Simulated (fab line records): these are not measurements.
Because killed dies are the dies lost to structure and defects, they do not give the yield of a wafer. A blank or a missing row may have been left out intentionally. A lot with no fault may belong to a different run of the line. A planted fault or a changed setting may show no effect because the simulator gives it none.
The tool behind it: which one? -- flow gf180mcu -- 33 wafers from 11 lots sampled at 3 of the route's 602 steps

== WHAT THE GAUGES SHOWED, per wafer ==
GF_VT_IMPLANT_TW_MEAS_21. Usual: for VT_IMPLANT_2_TW the level is 1211 and the standard deviation is 11.
lot,measured,on,VT_IMPLANT_2_TW,flag
L387,day 6 09:13,film metro-03,1205 1195 1197,
L388,day 6 09:49,film metro-04,1214 1215 1221,
L389,day 6 20:08,film metro-01,1221 1215 1219,
L390,day 7 00:04,film metro-03,1200 1197 1191,
L391,day 7 10:26,film metro-03,1199 1207 1202,
L398,day 9 06:50,film metro-03,1279 1279 1281 1274 1276 1276,OFF
L399,day 9 21:58,film metro-01,1297 1300 1297 1304 1303 1288,OFF
L401,day 10 07:29,film metro-04,1220 1223 1231,
L403,day 10 19:53,film metro-03,1200 1202 1199,
L404,day 10 22:07,film metro-01,1208 1211 1211,
L407,day 11 13:15,film metro-04,1226 1226 1235,

== TOOL THAT RAN EACH LOT (tool first, then ch and the chambers of the sampled wafers, then the start) ==
lot,GF_LVPWELL_STRIP_10,GF_VT_IMPLANT_IMPLANT_19
L387,"plasma asher-03 ch 0, day 3 23:40","implanter-04 ch 0, day 6 08:58"
L388,"plasma asher-04 ch 0,1, day 4 01:52","implanter-02 ch 0, day 6 09:34"
L389,"plasma asher-03 ch 0,1, day 4 09:37","implanter-02 ch 0, day 6 19:54"
L390,"plasma asher-03 ch 0,1, day 4 13:33","implanter-02 ch 0, day 6 23:49"
L391,"plasma asher-04 ch 0,1, day 4 19:16","implanter-04 ch 0, day 7 10:12"
L398,"plasma asher-04 ch 0,1, day 6 13:45","implanter-04 ch 0, day 9 06:37"
L399,"plasma asher-01 ch 0,1, day 7 02:05","implanter-04 ch 0, day 9 21:43"
L401,"plasma asher-03 ch 0,1, day 7 10:32","implanter-02 ch 0, day 10 07:16"
L403,"plasma asher-03 ch 0,1, day 7 22:26","implanter-02 ch 0, day 10 19:40"
L404,"plasma asher-04 ch 0,1, day 7 23:44","implanter-03 ch 0, day 10 21:52"
L407,"plasma asher-03 ch 0,1, day 8 12:37","implanter-03 ch 0, day 11 13:00"
- GF_LVPWELL_STRIP_10: strips in O2/N2.
- GF_VT_IMPLANT_IMPLANT_19

== AS READ BY THE TOOLS THEMSELVES (means over the sampled wafers that have a number; for cases with no such wafer, the mark the record gives instead) ==
GF_LVPWELL_STRIP_10. Usual: drypump motor current A 5.09 A, standard deviation 0.29; heater power w 349 W, standard deviation 40; oes product au 0.722 a.u., standard deviation 0.0047; strip time to endpoint s 36.98 s, standard deviation 0.12.
lot,tool,drypump motor current A (A),heater power w (W),oes product au (a.u.),strip time to endpoint s (s),flag
L387,plasma asher-03,4.83,398,0.721,36.85,
L388,plasma asher-04,5.32,306,0.721,36.71,
L389,plasma asher-03,4.80,378,0.718,36.92,
L390,plasma asher-03,4.82,389,0.720,37.11,
L391,plasma asher-04,5.31,304,0.723,37.10,
L398,plasma asher-04,5.25,302,0.726,36.99,
L399,plasma asher-01,5.57,334,0.720,36.87,
L401,plasma asher-03,4.80,377,0.726,37.17,
L403,plasma asher-03,4.82,374,0.727,37.03,
L404,plasma asher-04,5.32,303,0.722,37.12,
L407,plasma asher-03,4.81,392,0.725,37.00,

GF_VT_IMPLANT_IMPLANT_19. Usual: beam on s 9.98 s, standard deviation 0.18; dose ions cm2 4.349e+12, standard deviation 4.9e+09; faraday current uA 24.6, standard deviation 0.45.
lot,tool,beam on s (s),dose ions cm2,faraday current uA,flag
L387,implanter-04,9.92,4.349e+12,24.7,
L388,implanter-02,10.07,4.352e+12,24.4,
L389,implanter-02,9.95,4.345e+12,24.7,
L390,implanter-02,9.97,4.356e+12,24.6,
L391,implanter-04,10.13,4.347e+12,24.2,
L398,implanter-04,9.92,5.347e+12,30.4,OFF
L399,implanter-04,10.00,5.344e+12,30.1,OFF
L401,implanter-02,10.05,4.350e+12,24.3,
L403,implanter-02,10.26,4.350e+12,23.9,
L404,implanter-03,10.12,4.346e+12,24.2,
L407,implanter-03,9.98,4.352e+12,24.6,

== THE ANSWER, worked out from the rows above alone ==
Rule: take the mean of a lot's wafers that have a number; if it is more than 3 standard deviations from the usual mean, the lot is off. Also off: a lot with no number at a reading for which 4 or more lots have one. Where the step has rows for the other lots, those lots are counted as sound. Order of review: gauges by route order, followed by the tools' own readings, for which a lot's mean as printed above is used. At the first step where some lot is off, the reading lying furthest off is the one used; lots without a number count as furthest.
Off: at GF_VT_IMPLANT_TW_MEAS_21 (VT_IMPLANT_2_TW), L398, L399.
If a tool, at a process step before that reading, ran all the lots that are off and no sound lot after the first of them, it fits. Not tried: the gauges at GF_VT_IMPLANT_TW_MEAS_21; whatever is off there is also off at GF_VT_IMPLANT_IMPLANT_19, on other tools, and gauge error can't account for it. One candidate fits, namely implanter-04 at GF_VT_IMPLANT_IMPLANT_19. A fault onset in the window from L391 (day 7 10:12, its last sound lot) to L398 (day 9 06:37, its first lot off) fits.
The tool's own readings at GF_VT_IMPLANT_IMPLANT_19 bear it out: on the lots that are off they differ by more than 5 times the standard deviation of the sound lots' means. dose ions cm2 reads 5.346e+12 there against 4.350e+12 on the sound lots; faraday current uA reads 30.2 there against 24.4 on the sound lots.

== WHAT THE SIMULATOR HAD PUT IN ==
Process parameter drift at GF_VT_IMPLANT_IMPLANT_19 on implanter-04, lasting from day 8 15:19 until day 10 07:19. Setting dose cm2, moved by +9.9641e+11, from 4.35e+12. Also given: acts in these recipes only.
Shown lots that were struck: L398, L399. Same finding as the rule above.
